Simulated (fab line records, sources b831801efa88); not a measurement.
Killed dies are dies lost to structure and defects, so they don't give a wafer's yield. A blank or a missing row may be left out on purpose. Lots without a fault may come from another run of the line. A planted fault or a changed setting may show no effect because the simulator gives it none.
fab line records | flow gf180mcu | part 1 of 2: steps 1 to 27 of 34
record lots=5 wafers=15 last_day=34
route steps=602 shown VT_IMPLANT@140 DUAL_GATE@141 POLY_GATE@157
lots that met no fault: from a run of the same line without faults
start_h: hours from the record's first day to the start of the lot's first wafer shown | wait_h: hours since the lot's step before | " the same as in the row above | L1.1+2: a row that stands for several wafers | - no value, or no start given | * or withheld: withheld | < > ~ a bound
route shown NAME@n: a module of which the file shows steps, and the number in the route of the first | usual: mean/standard deviation of fault-free wafers | same: alike in all rows | chamber/n: place in a boat | sites: the reading at each site | _std_site: their standard deviation | _edge_site: outer sites' mean less inner sites' | radius_mm: how far each site lies from the wafer's centre | mask NAME#n: copy n | behind: the tool/chamber that last shaped the wafer | hold: why the lot was held/for how many hours/how that ended | device: the transistor (n, p or np) that didn't switch | end of line: the same wafers' tests at the end of the route | a step without rows: its recipe alone | killed: dies lost to structure and defects at the first sort, not the wafer's yield | map: a wafer's dies, x killed, . not, _ none there
set.NAME: the setting as run; set.NAME@STEP: as run at that earlier step | model.NAME: the simulator's own value behind a step, which no gauge read
lots at some steps of the route; a table a step, a row a wafer
services: from which hour (start_h, from the record's first day; less than 0 if before it) a tool's chamber was out of use, for how many hours, and why
## steps
# step GF_VT_IMPLANT_WET_ETCH_50
# recipe chemistry=dHF target_depth_nm=20 target=SiO2 temp_c=25 dilution=100:1 time_s=400
# columns lot.wafer tool chamber start_h wait_h
L082.4+5+6 wet_bench-02 0 214.29 0.0
L084.2+4+6 wet_bench-04 0 225.32 0.1
L089.1+2+6 wet_bench-04 1 256.92 0.1
L095.3+5+6 wet_bench-04 1 300.63 0.1
L097.1+2+4 wet_bench-04 3 314.98 0.1
# step GF_DUAL_GATE_CLEAN_00
# recipe chemistry=SC1/SC2 mix=1:4:20 temp_c=70 time_s=150
# columns lot.wafer tool chamber start_h wait_h
L082.4+5+6 wet_bench-01 3 214.41 0.0
L084.2+4+6 wet_bench-02 1 225.44 0.0
L089.1+2+6 wet_bench-01 3 257.04 0.0
L095.3+5+6 wet_bench-01 0 300.75 0.0
L097.1+2+4 wet_bench-01 3 315.11 0.0
# step GF_DUAL_GATE_CLEAN_01
# recipe chemistry=dHF time_s=20 dilution=100:1 dry=ipa_marangoni
# columns lot.wafer tool chamber start_h wait_h
L082.4+5+6 wet_bench-04 0 214.47 0.0
L084.2+4+6 wet_bench-01 0 225.49 0.0
L089.1+2+6 wet_bench-04 2 257.09 0.0
L095.3+5+6 wet_bench-04 2 300.80 0.0
L097.1+2+4 wet_bench-02 1 315.16 0.0
# step GF_DUAL_GATE_OXIDATION_02
# recipe temp_c=900 ambient=O2 stabilise_s=600 purge_s=300 target_thk_a=108.87 ox_time_s=1602
# usual ox_temp_c_max=904.2/1.1 spike_tc_centre_C=900.1/1.1 spike_tc_lower_C=900.4/1.1 zone_power_upper_pct=17.7/1.6
# columns lot.wafer tool chamber start_h wait_h ox_temp_c_max spike_tc_centre_C spike_tc_lower_C zone_power_upper_pct
L082.4 furnace-01 0 214.66 0.2 903.4 901.1 898.7 19.3
L082.5 " 0 " " 902.6 900.6 900.3 19.2
L082.6 " 0 " " 903.3 899.9 899.6 19.6
L084.2 furnace-01 0 226.04 0.5 903.1 898.6 901.6 19.0
L084.4 " 0 " " 903.2 901.9 898.2 19.1
L084.6 " 0 " " 902.8 900.5 898.9 19.1
L089.1 furnace-02 0 257.86 0.8 904.9 899.0 901.5 16.2
L089.2 " 0 " " 905.0 899.8 901.9 16.1
L089.6 " 0 " " 904.4 898.7 902.1 16.0
L095.3 furnace-01 0 300.81 0.0 903.4 899.6 901.7 19.4
L095.5 " 0 " " 902.7 902.3 899.7 19.4
L095.6 " 0 " " 903.4 900.3 900.6 19.4
L097.1 furnace-01 0 315.91 0.7 903.9 900.7 899.7 19.5
L097.2 " 0 " " 903.9 898.5 899.7 19.2
L097.4 " 0 " " 904.2 899.7 900.5 19.3
# step GF_DUAL_GATE_THK_MEAS_03
# recipe reads=SiO2_of_DUAL_GATE_OXIDATION_02
# usual DUAL_GATE_OXIDATION_00_THK=10.96/0.23
# columns lot.wafer tool chamber start_h wait_h DUAL_GATE_OXIDATION_00_THK[nm]
L082.4 film_metro-01 - 216.13 0.0 10.75
L082.5 " - " " 10.93
L082.6 " - " " 10.76
L084.2 film_metro-02 - 227.50 0.0 10.84
L084.4 " - " " 10.66
L084.6 " - " " 10.88
L089.1 film_metro-01 - 259.31 0.0 10.97
L089.2 " - " " 11.04
L089.6 " - " " 11.20
L095.3 film_metro-03 - 302.28 0.0 11.13
L095.5 " - " " 11.07
L095.6 " - " " 11.31
L097.1 film_metro-03 - 317.35 0.0 11.00
L097.2 " - " " 10.97
L097.4 " - " " 10.96
# step GF_DUAL_GATE_DEHYDRATE_04
# recipe temp_c=200 time_s=60
# usual exhaust_pa=44.8/0.87
# columns lot.wafer tool chamber start_h wait_h exhaust_pa
L082.4 litho_track-04 0 224.03 7.9 45.0
L082.5 " 0 " " 44.8
L082.6 " 0 " " 44.5
L084.2 litho_track-01 0 236.62 9.1 44.8
L084.4 " 0 " " 45.0
L084.6 " 0 " " 44.8
L089.1 litho_track-02 0 268.20 8.9 45.9
L089.2 " 0 " " 46.1
L089.6 " 0 " " 45.9
L095.3 litho_track-04 0 311.50 9.2 44.5
L095.5 " 0 " " 45.0
L095.6 " 0 " " 44.5
L097.1 litho_track-01 0 326.89 9.5 44.2
L097.2 " 0 " " 44.7
L097.4 " 0 " " 44.0
# step GF_DUAL_GATE_HMDS_05
# recipe prime_time_s=60 prime_temp_c=120
# usual exhaust_pa=45.1/0.79
# columns lot.wafer tool chamber start_h wait_h exhaust_pa
L082.4 litho_track-04 0 224.18 0.1 45.5
L082.5 " 0 " " 44.8
L082.6 " 0 " " 43.9
L084.2 litho_track-01 0 236.77 0.1 44.8
L084.4 " 0 " " 45.3
L084.6 " 0 " " 45.6
L089.1 litho_track-02 0 268.35 0.1 45.9
L089.2 " 0 " " 46.1
L089.6 " 0 " " 44.9
L095.3 litho_track-04 0 311.65 0.1 44.5
L095.5 " 0 " " 45.7
L095.6 " 0 " " 45.9
L097.1 litho_track-01 0 327.04 0.1 45.5
L097.2 " 0 " " 45.0
L097.4 " 0 " " 45.2
# step GF_DUAL_GATE_COAT_06
# recipe resist=NOVOLAK spin_rpm=3000 resist_thk_nm=1000
# usual exhaust_pa=45.0/0.83
# columns lot.wafer tool chamber start_h wait_h exhaust_pa
L082.4 litho_track-04 0 224.33 0.1 46.1
L082.5 " 0 " " 44.9
L082.6 " 0 " " 45.6
L084.2 litho_track-01 0 236.92 0.1 45.6
L084.4 " 0 " " 46.0
L084.6 " 0 " " 44.9
L089.1 litho_track-02 0 268.50 0.1 43.6
L089.2 " 0 " " 45.1
L089.6 " 0 " " 45.3
L095.3 litho_track-04 0 311.80 0.1 44.7
L095.5 " 0 " " 45.4
L095.6 " 0 " " 43.5
L097.1 litho_track-01 0 327.19 0.1 45.4
L097.2 " 0 " " 43.8
L097.4 " 0 " " 44.6
# step GF_DUAL_GATE_SOFTBAKE_07
# recipe temp_c=90 time_s=60 resist=NOVOLAK
# usual exhaust_pa=44.9/0.9
# columns lot.wafer tool chamber start_h wait_h exhaust_pa
L082.4 litho_track-04 0 224.48 0.1 42.1
L082.5 " 0 " " 42.8
L082.6 " 0 " " 42.9
L084.2 litho_track-01 0 237.07 0.1 44.4
L084.4 " 0 " " 44.8
L084.6 " 0 " " 44.5
L089.1 litho_track-02 0 268.65 0.1 45.4
L089.2 " 0 " " 45.9
L089.6 " 0 " " 45.0
L095.3 litho_track-04 0 311.95 0.1 46.6
L095.5 " 0 " " 46.4
L095.6 " 0 " " 44.8
L097.1 litho_track-01 0 327.34 0.1 45.7
L097.2 " 0 " " 45.1
L097.4 " 0 " " 45.5
# step GF_DUAL_GATE_EXPOSE_08
# recipe mask_id=Dualgate target_cd_nm=700 na=0.6 source_shape=conventional sigma_outer=0.6 dose_mj=140
# columns lot.wafer tool chamber start_h wait_h mask
L082.4+5+6 iline_stepper-02 0 - - Dualgate#0
L084.2+4+6 iline_stepper-02 0 - - Dualgate#0
L089.1+2+6 iline_stepper-02 0 - - Dualgate#0
L095.3+5+6 iline_stepper-02 0 - - Dualgate#0
L097.1+2+4 iline_stepper-01 0 - - Dualgate#0
# step GF_DUAL_GATE_PEB_09
# recipe temp_c=withheld time_s=* resist=NOVOLAK
# usual exhaust_pa=45.0/0.96
# columns lot.wafer tool chamber start_h wait_h exhaust_pa
L082.4 litho_track-01 0 - - 43.8
L082.5 " 0 " " 45.2
L082.6 " 0 " " 44.4
L084.2 litho_track-02 0 - - 46.2
L084.4 " 0 " " 46.3
L084.6 " 0 " " 46.2
L089.1 litho_track-01 0 - - 45.6
L089.2 " 0 " " 45.8
L089.6 " 0 " " 45.7
L095.3 litho_track-04 0 - - 45.2
L095.5 " 0 " " 44.5
L095.6 " 0 " " 44.5
L097.1 litho_track-04 0 - - 44.3
L097.2 " 0 " " 45.2
L097.4 " 0 " " 45.4
# step GF_DUAL_GATE_DEVELOP_10
# recipe develop_time_s=60 dev_temp_c=23
# usual exhaust_pa=45.0/0.89
# columns lot.wafer tool chamber start_h wait_h exhaust_pa
L082.4 litho_track-01 0 233.32 0.1 46.1
L082.5 " 0 " " 46.7
L082.6 " 0 " " 45.5
L084.2 litho_track-02 0 245.63 0.1 46.0
L084.4 " 0 " " 45.0
L084.6 " 0 " " 44.8
L089.1 litho_track-01 0 278.59 0.1 45.6
L089.2 " 0 " " 43.6
L089.6 " 0 " " 44.6
L095.3 litho_track-04 0 322.20 0.1 44.5
L095.5 " 0 " " 44.6
L095.6 " 0 " " 45.5
L097.1 litho_track-04 0 337.45 0.1 44.1
L097.2 " 0 " " 44.2
L097.4 " 0 " " 45.9
# step GF_DUAL_GATE_OVL_MEAS_11
# usual DUAL_GATE_OVL=0.2/1.4
# columns lot.wafer tool chamber start_h wait_h DUAL_GATE_OVL[nm]
L082.4 overlay-01 - 233.41 0.1 0.8
L082.5 " - " " -1.5
L082.6 " - " " -0.7
L084.2 overlay-01 - 245.76 0.1 -0.5
L084.4 " - " " -2.1
L084.6 " - " " -1.8
L089.1 overlay-02 - 278.74 0.1 1.0
L089.2 " - " " -1.6
L089.6 " - " " -0.8
L095.3 overlay-01 - 322.31 0.1 -0.5
L095.5 " - " " -0.5
L095.6 " - " " -0.8
L097.1 overlay-02 - 337.60 0.1 0.9
L097.2 " - " " 1.1
L097.4 " - " " 0.8
# step GF_DUAL_GATE_WET_ETCH_12
# recipe chemistry=dHF target_depth_nm=13 dry=n2_spin target=SiO2 temp_c=25 dilution=100:1 time_s=260
# columns lot.wafer tool chamber start_h wait_h
L082.4+5+6 wet_bench-04 0 233.43 0.0
L084.2+4+6 wet_bench-02 0 245.79 0.0
L089.1+2+6 wet_bench-04 1 278.78 0.0
L095.3+5+6 wet_bench-02 1 322.34 0.0
L097.1+2+4 wet_bench-01 2 337.64 0.0
# step GF_DUAL_GATE_STRIP_13
# recipe chemistry=O2/N2 power_w=1426 pressure_mtorr=1500 platen_temp_c=250 o2_flow_sccm=3000 n2_flow_sccm=300 overash_fraction=0.5
# usual drypump_motor_current_A=5.7/0.36 heater_power_w=331/12 o2_flow_sccm=3000/8.7 oes_product_au=0.723/0.0045 strip_time_to_endpoint_s=12.45/0.034
# same overash_fraction=0.5
# columns lot.wafer tool chamber start_h wait_h drypump_motor_current_A heater_power_w o2_flow_sccm oes_product_au rf_hours_counter_h strip_time_to_endpoint_s
L082.4 plasma_asher-03 1 233.55 0.0 5.6 347 3005 0.721 - 12.42
L082.5 " 0 " " 6.1 314 2995 0.727 - 12.43
L082.6 " 1 " " 5.6 344 2999 0.719 - 12.38
L084.2 plasma_asher-03 0 245.87 0.0 6.1 310 2997 0.730 59 12.40
L084.4 " 1 " " 5.6 351 2996 0.721 - 12.39
L084.6 " 1 " " 5.6 351 2982 0.727 - 12.41
L089.1 plasma_asher-04 0 278.86 0.0 5.9 330 3006 0.727 17 12.51
L089.2 " 1 " " 6.6 333 2996 0.722 17 12.53
L089.6 " 0 " " 5.9 331 3020 0.722 - 12.52
L095.3 plasma_asher-01 1 322.45 0.0 5.4 339 3005 0.723 - 12.45
L095.5 " 0 " " 5.5 323 2999 0.723 - 12.49
L095.6 " 1 " " 5.4 349 3020 0.722 - 12.47
L097.1 plasma_asher-01 0 337.72 0.0 5.5 325 2985 0.727 67 12.47
L097.2 " 1 " " 5.5 335 3011 0.724 67 12.43
L097.4 " 0 " " 5.5 327 2993 0.723 - 12.45
# step GF_DUAL_GATE_CLEAN_14
# recipe chemistry=SC1/SC2 mix=1:4:20 temp_c=70 time_s=150 dry=n2_spin
# columns lot.wafer tool chamber start_h wait_h
L082.4+5+6 wet_bench-04 2 233.61 0.0
L084.2+4+6 wet_bench-02 3 245.97 0.1
L089.1+2+6 wet_bench-02 0 278.96 0.1
L095.3+5+6 wet_bench-01 3 322.52 0.0
L097.1+2+4 wet_bench-01 1 337.82 0.1
# step GF_DUAL_GATE_OXIDATION_15
# recipe temp_c=850 ambient=O2 stabilise_s=600 purge_s=300 target_thk_a=70.98 ox_time_s=1995
# usual ox_temp_c_max=854.5/1.2 spike_tc_centre_C=849.9/1.2 spike_tc_lower_C=850.4/1.2 zone_power_upper_pct=15.3/1.3
# columns lot.wafer tool chamber start_h wait_h ox_temp_c_max spike_tc_centre_C spike_tc_lower_C zone_power_upper_pct
L082.4 furnace-02 0 235.03 1.4 855.7 850.0 849.6 14.4
L082.5 " 0 " " 854.2 850.3 848.7 14.4
L082.6 " 0 " " 854.2 849.4 851.5 14.2
L084.2 furnace-01 0 246.51 0.5 852.8 851.1 848.8 17.0
L084.4 " 0 " " 852.9 852.8 850.8 16.8
L084.6 " 0 " " 853.1 851.1 850.0 17.4
L089.1 furnace-02 0 279.01 0.0 854.2 850.5 851.0 14.5
L089.2 " 0 " " 853.6 849.7 849.3 14.4
L089.6 " 0 " " 856.3 850.6 850.5 14.5
L095.3 furnace-02 0 322.57 0.0 855.8 849.6 852.1 14.2
L095.5 " 0 " " 855.8 848.8 851.1 14.4
L095.6 " 0 " " 855.2 850.7 851.3 14.5
L097.1 furnace-02 0 337.87 0.0 855.1 847.4 851.2 14.3
L097.2 " 0 " " 853.7 851.9 849.4 14.0
L097.4 " 0 " " 856.5 849.9 851.6 14.3
# step GF_POLY_GATE_CVD_00
# recipe material=poly-Si target_thk_nm=200 temp_c=620 time_s=1200 pressure_mtorr=200
# usual spike_tc_centre_C=620.5/1.1 spike_tc_lower_C=619.6/1 zone_power_upper_pct=8.71/0.15
# columns lot.wafer tool chamber start_h wait_h spike_tc_centre_C spike_tc_lower_C zone_power_upper_pct
L082.4 lpcvd-01 0 236.63 0.0 621.8 617.8 8.54
L082.5 " 0 " " 622.1 621.1 8.42
L082.6 " 0 " " 620.8 619.3 8.73
L084.2 lpcvd-01 1 248.07 0.0 620.4 618.6 8.88
L084.4 " 1 " " 619.6 619.7 8.80
L084.6 " 1 " " 621.1 619.7 8.84
L089.1 lpcvd-02 1 280.57 0.0 618.9 620.3 8.86
L089.2 " 1 " " 621.0 621.3 8.72
L089.6 " 1 " " 619.0 620.1 8.78
L095.3 lpcvd-01 0 324.13 0.0 621.6 620.2 8.47
L095.5 " 0 " " 620.6 619.4 8.52
L095.6 " 0 " " 620.5 618.0 8.56
L097.1 lpcvd-02 0 339.42 0.0 621.3 620.4 8.81
L097.2 " 0 " " 620.2 619.8 8.79
L097.4 " 0 " " 620.8 621.3 8.76
# step GF_POLY_GATE_THK_MEAS_01
# recipe reads=poly-Si_of_POLY_GATE_CVD_00
# usual POLY_GATE_CVD_00_THK=199.9/1.8
# columns lot.wafer tool chamber start_h wait_h POLY_GATE_CVD_00_THK[nm]
L082.4 film_metro-04 - 237.99 0.0 199.0
L082.5 " - " " 199.8
L082.6 " - " " 197.8
L084.2 film_metro-04 - 249.41 0.0 199.8
L084.4 " - " " 201.6
L084.6 " - " " 200.6
L089.1 film_metro-04 - 282.57 0.0 201.5
L089.2 " - " " 200.8
L089.6 " - " " 202.1
L095.3 film_metro-03 - 325.48 0.0 198.7
L095.5 " - " " 198.1
L095.6 " - " " 200.2
L097.1 film_metro-02 - 340.75 0.0 198.1
L097.2 " - " " 197.5
L097.4 " - " " 199.6
# step GF_POLY_GATE_DEHYDRATE_02
# recipe temp_c=200 time_s=60
# usual exhaust_pa=44.8/0.92
# columns lot.wafer tool chamber start_h wait_h exhaust_pa
L082.4 litho_track-03 0 245.98 8.0 44.1
L082.5 " 0 " " 43.8
L082.6 " 0 " " 44.1
L084.2 litho_track-04 0 258.43 9.0 44.3
L084.4 " 0 " " 44.1
L084.6 " 0 " " 44.8
L089.1 litho_track-04 0 291.40 8.8 46.1
L089.2 " 0 " " 45.6
L089.6 " 0 " " 45.6
L095.3 litho_track-01 0 335.44 9.9 44.3
L095.5 " 0 " " 44.5
L095.6 " 0 " " 43.3
L097.1 litho_track-01 0 351.09 10.3 43.5
L097.2 " 0 " " 44.9
L097.4 " 0 " " 42.1
# step GF_POLY_GATE_HMDS_03
# recipe prime_time_s=60 prime_temp_c=120
# usual exhaust_pa=44.9/1.1
# columns lot.wafer tool chamber start_h wait_h exhaust_pa
L082.4 litho_track-03 0 246.13 0.1 45.2
L082.5 " 0 " " 44.7
L082.6 " 0 " " 44.3
L084.2 litho_track-04 0 258.58 0.1 47.5
L084.4 " 0 " " 46.6
L084.6 " 0 " " 46.9
L089.1 litho_track-04 0 291.55 0.1 46.0
L089.2 " 0 " " 45.9
L089.6 " 0 " " 45.2
L095.3 litho_track-01 0 335.59 0.1 43.6
L095.5 " 0 " " 44.5
L095.6 " 0 " " 45.8
L097.1 litho_track-01 0 351.24 0.1 47.2
L097.2 " 0 " " 46.1
L097.4 " 0 " " 47.1
# step GF_POLY_GATE_COAT_04
# recipe resist=BARC temp_c=withheld time_s=withheld spin_rpm=withheld resist_thk_nm=withheld
# usual exhaust_pa=45.1/0.99
# columns lot.wafer tool chamber start_h wait_h exhaust_pa
L082.4 litho_track-03 0 246.28 0.1 45.1
L082.5 " 0 " " 44.2
L082.6 " 0 " " 44.9
L084.2 litho_track-04 0 258.73 0.1 45.0
L084.4 " 0 " " 44.2
L084.6 " 0 " " 45.2
L089.1 litho_track-04 0 291.70 0.1 46.3
L089.2 " 0 " " 45.7
L089.6 " 0 " " 45.6
L095.3 litho_track-01 0 335.74 0.1 44.1
L095.5 " 0 " " 45.5
L095.6 " 0 " " 44.3
L097.1 litho_track-01 0 351.39 0.1 46.1
L097.2 " 0 " " 45.6
L097.4 " 0 " " 45.3
# step GF_POLY_GATE_COAT_05
# recipe resist=KrF spin_rpm=withheld resist_thk_nm=700
# usual exhaust_pa=44.9/0.91
# columns lot.wafer tool chamber start_h wait_h exhaust_pa
L082.4 litho_track-03 0 - - 45.7
L082.5 " 0 " " 44.8
L082.6 " 0 " " 45.1
L084.2 litho_track-04 0 - - 42.7
L084.4 " 0 " " 42.7
L084.6 " 0 " " 43.7
L089.1 litho_track-04 0 - - 45.0
L089.2 " 0 " " 44.9
L089.6 " 0 " " 45.2
L095.3 litho_track-01 0 - - 44.9
L095.5 " 0 " " 45.4
L095.6 " 0 " " 44.9
L097.1 litho_track-01 0 - - 45.4
L097.2 " 0 " " 43.6
L097.4 " 0 " " 43.7
# step GF_POLY_GATE_SOFTBAKE_06
# recipe temp_c=130 time_s=60 resist=KrF
# usual exhaust_pa=45.2/0.98
# columns lot.wafer tool chamber start_h wait_h exhaust_pa
L082.4 litho_track-03 0 - - 46.4
L082.5 " 0 " " 44.1
L082.6 " 0 " " 44.2
L084.2 litho_track-04 0 - - 45.9
L084.4 " 0 " " 46.0
L084.6 " 0 " " 44.6
L089.1 litho_track-04 0 - - 47.0
L089.2 " 0 " " 45.4
L089.6 " 0 " " 46.1
L095.3 litho_track-01 0 - - 44.0
L095.5 " 0 " " 44.0
L095.6 " 0 " " 43.5
L097.1 litho_track-01 0 - - 43.9
L097.2 " 0 " " 43.3
L097.4 " 0 " " 45.3
# step GF_POLY_GATE_EXPOSE_07
# recipe mask_id=Poly2 target_cd_nm=280 na=0.68 source_shape=conventional sigma_outer=0.6 dose_mj=28
# columns lot.wafer tool chamber start_h wait_h mask
L082.4+5+6 krf_scanner-01 0 - - Poly2#0
L084.2+4+6 krf_scanner-02 0 - - Poly2#0
L089.1+2+6 krf_scanner-02 0 - - Poly2#0
L095.3+5+6 krf_scanner-02 0 - - Poly2#0
L097.1+2+4 krf_scanner-01 0 - - Poly2#0
# step GF_POLY_GATE_PEB_08
# recipe peb_temp_c=133.7 peb_time_s=90 resist=KrF
# usual exhaust_pa=45.0/0.85
# columns lot.wafer tool chamber start_h wait_h exhaust_pa
L082.4 litho_track-04 0 - - 46.3
L082.5 " 0 " " 46.1
L082.6 " 0 " " 44.7
L084.2 litho_track-01 0 - - 47.7
L084.4 " 0 " " 44.9
L084.6 " 0 " " 45.1
L089.1 litho_track-04 0 - - 45.6
L089.2 " 0 " " 44.0
L089.6 " 0 " " 45.0
L095.3 litho_track-01 0 - - 44.3
L095.5 " 0 " " 45.4
L095.6 " 0 " " 44.8
L097.1 litho_track-04 0 - - 43.7
L097.2 " 0 " " 44.9
L097.4 " 0 " " 46.0
# step GF_POLY_GATE_DEVELOP_09
# recipe develop_time_s=60 resist=KrF dev_temp_c=21
# usual exhaust_pa=45.1/0.93
# columns lot.wafer tool chamber start_h wait_h exhaust_pa
L082.4 litho_track-04 0 256.13 0.1 44.7
L082.5 " 0 " " 44.7
L082.6 " 0 " " 45.5
L084.2 litho_track-01 0 268.31 0.2 44.1
L084.4 " 0 " " 46.0
L084.6 " 0 " " 45.4
L089.1 litho_track-04 0 301.85 0.2 45.4
L089.2 " 0 " " 45.3
L089.6 " 0 " " 44.8
L095.3 litho_track-01 0 346.64 0.1 43.4
L095.5 " 0 " " 44.6
L095.6 " 0 " " 43.4
L097.1 litho_track-04 0 362.25 0.2 45.5
L097.2 " 0 " " 45.5
L097.4 " 0 " " 44.3
